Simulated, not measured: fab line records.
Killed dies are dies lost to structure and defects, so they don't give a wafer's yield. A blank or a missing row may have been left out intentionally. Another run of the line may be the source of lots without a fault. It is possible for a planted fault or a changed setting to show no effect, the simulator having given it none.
Check for tools in common / flow gf180mcu / 12 lots, 36 wafers sampled

REASON IT WAS OPENED
Of 12 lots, 3 have the reading POLY_GATE_OXIDATION_THK flagged at GF_POLY_GATE_THK_MEAS_17. Fault-free wafers read 4.02 nm, with a standard deviation of 0.078.
Rule: a lot is flagged in two cases, either no wafer of it has a number, or all its wafers with numbers fall more than 4 standard deviations from that mean. The other lots count as sound.

lot=L994; measured=day 9 04:37; on=film_metro-01; POLY_GATE_OXIDATION_THK (nm), wafer by wafer=4.09 4.02 4.01; flag=
lot=L996; measured=day 10 00:36; on=film_metro-02; POLY_GATE_OXIDATION_THK (nm), wafer by wafer=4.04 4.00 3.93; flag=
lot=L997; measured=day 10 04:45; on=film_metro-04; POLY_GATE_OXIDATION_THK (nm), wafer by wafer=3.93 3.88 3.88; flag=
lot=L998; measured=day 10 11:08; on=film_metro-01; POLY_GATE_OXIDATION_THK (nm), wafer by wafer=4.09 4.02 3.90; flag=
lot=L104; measured=day 12 06:43; on=film_metro-02; POLY_GATE_OXIDATION_THK (nm), wafer by wafer=4.07 4.09 3.93; flag=
lot=L106; measured=day 12 20:48; on=film_metro-02; POLY_GATE_OXIDATION_THK (nm), wafer by wafer=3.06 3.09 3.03; flag=FLAGGED
lot=L107; measured=day 13 02:50; on=film_metro-04; POLY_GATE_OXIDATION_THK (nm), wafer by wafer=3.02 2.92 2.96; flag=FLAGGED
lot=L108; measured=day 13 08:47; on=film_metro-04; POLY_GATE_OXIDATION_THK (nm), wafer by wafer=3.04 3.04 3.05; flag=FLAGGED
lot=L112; measured=day 14 16:45; on=film_metro-02; POLY_GATE_OXIDATION_THK (nm), wafer by wafer=4.01 4.03 4.04; flag=
lot=L114; measured=day 15 07:35; on=film_metro-01; POLY_GATE_OXIDATION_THK (nm), wafer by wafer=4.16 4.12 4.05; flag=
lot=L115; measured=day 15 14:20; on=film_metro-02; POLY_GATE_OXIDATION_THK (nm), wafer by wafer=4.19 4.11 4.20; flag=
lot=L117; measured=day 16 00:19; on=film_metro-04; POLY_GATE_OXIDATION_THK (nm), wafer by wafer=4.10 4.02 4.11; flag=
On average the flagged lots' numbers are 3.02 nm, which is -1.00 nm against the usual, or -13 standard deviations.

EACH LOT AND THE TOOL IT RAN ON
The record keeps 1 process step preceding the reading, out of 602 steps on the route. Each cell gives the tool, then ch followed by the chambers the sampled wafers passed through, then the start.
lot=L994; flag=; GF_POLY_GATE_OXIDATION_16=furnace-02 ch 0, day 9 03:22
lot=L996; flag=; GF_POLY_GATE_OXIDATION_16=furnace-02 ch 0, day 9 23:20
lot=L997; flag=; GF_POLY_GATE_OXIDATION_16=furnace-01 ch 0, day 10 03:30
lot=L998; flag=; GF_POLY_GATE_OXIDATION_16=furnace-02 ch 0, day 10 09:53
lot=L104; flag=; GF_POLY_GATE_OXIDATION_16=furnace-02 ch 0, day 12 05:27
lot=L106; flag=FLAGGED; GF_POLY_GATE_OXIDATION_16=furnace-02 ch 0, day 12 19:33
lot=L107; flag=FLAGGED; GF_POLY_GATE_OXIDATION_16=furnace-02 ch 0, day 13 01:34
lot=L108; flag=FLAGGED; GF_POLY_GATE_OXIDATION_16=furnace-02 ch 0, day 13 07:31
lot=L112; flag=; GF_POLY_GATE_OXIDATION_16=furnace-01 ch 0, day 14 15:30
lot=L114; flag=; GF_POLY_GATE_OXIDATION_16=furnace-01 ch 0, day 15 06:20
lot=L115; flag=; GF_POLY_GATE_OXIDATION_16=furnace-01 ch 0, day 15 13:05
lot=L117; flag=; GF_POLY_GATE_OXIDATION_16=furnace-01 ch 0, day 15 23:04
What is done by these steps:
- GF_POLY_GATE_OXIDATION_16: stabilise 600 s, purge 300 s, target thk 4 nm.
- GF_POLY_GATE_THK_MEAS_17

FLAGGED AGAINST TOTAL, ONE TOOL AT A TIME (gauges that did the reading follow at the end)
step=GF_POLY_GATE_OXIDATION_16; tool=furnace-01; lots run=5; flagged=0; share of the flagged lots=none; sound lots run after its first flagged lot=-
step=GF_POLY_GATE_OXIDATION_16; tool=furnace-02; lots run=7; flagged=3; share of the flagged lots=all; sound lots run after its first flagged lot=0
step=GF_POLY_GATE_THK_MEAS_17; tool=film_metro-01; lots run=3; flagged=0; share of the flagged lots=none; sound lots run after its first flagged lot=-
step=GF_POLY_GATE_THK_MEAS_17; tool=film_metro-02; lots run=5; flagged=1; share of the flagged lots=some; sound lots run after its first flagged lot=2 (L112,L115)
step=GF_POLY_GATE_THK_MEAS_17; tool=film_metro-04; lots run=4; flagged=2; share of the flagged lots=some; sound lots run after its first flagged lot=1 (L117)

WHAT THE TABLE PERMITS
1 row of the table ran every flagged lot: furnace-02 at GF_POLY_GATE_OXIDATION_16.
- furnace-02 at GF_POLY_GATE_OXIDATION_16: 3 of its 7 lots flagged. Its last sound lot is L104 (day 12 05:27), its first flagged lot L106 (day 12 19:33): a fault that began between those two fits. Its own readings (spike_tc_bottom_C, spike_tc_centre_C, spike_tc_lower_C, spike_tc_top_C, spike_tc_upper_C) fall more than 4 standard deviations out on all wafers of the flagged lots.
Left over: one tool, furnace-02 at GF_POLY_GATE_OXIDATION_16.

WHAT HAD BEEN PUT IN BY THE SIMULATOR
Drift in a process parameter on furnace-02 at GF_POLY_GATE_OXIDATION_16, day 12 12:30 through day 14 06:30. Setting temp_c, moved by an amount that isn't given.
Lots struck among those shown: L106, L107, L108. Same finding as the rule above.
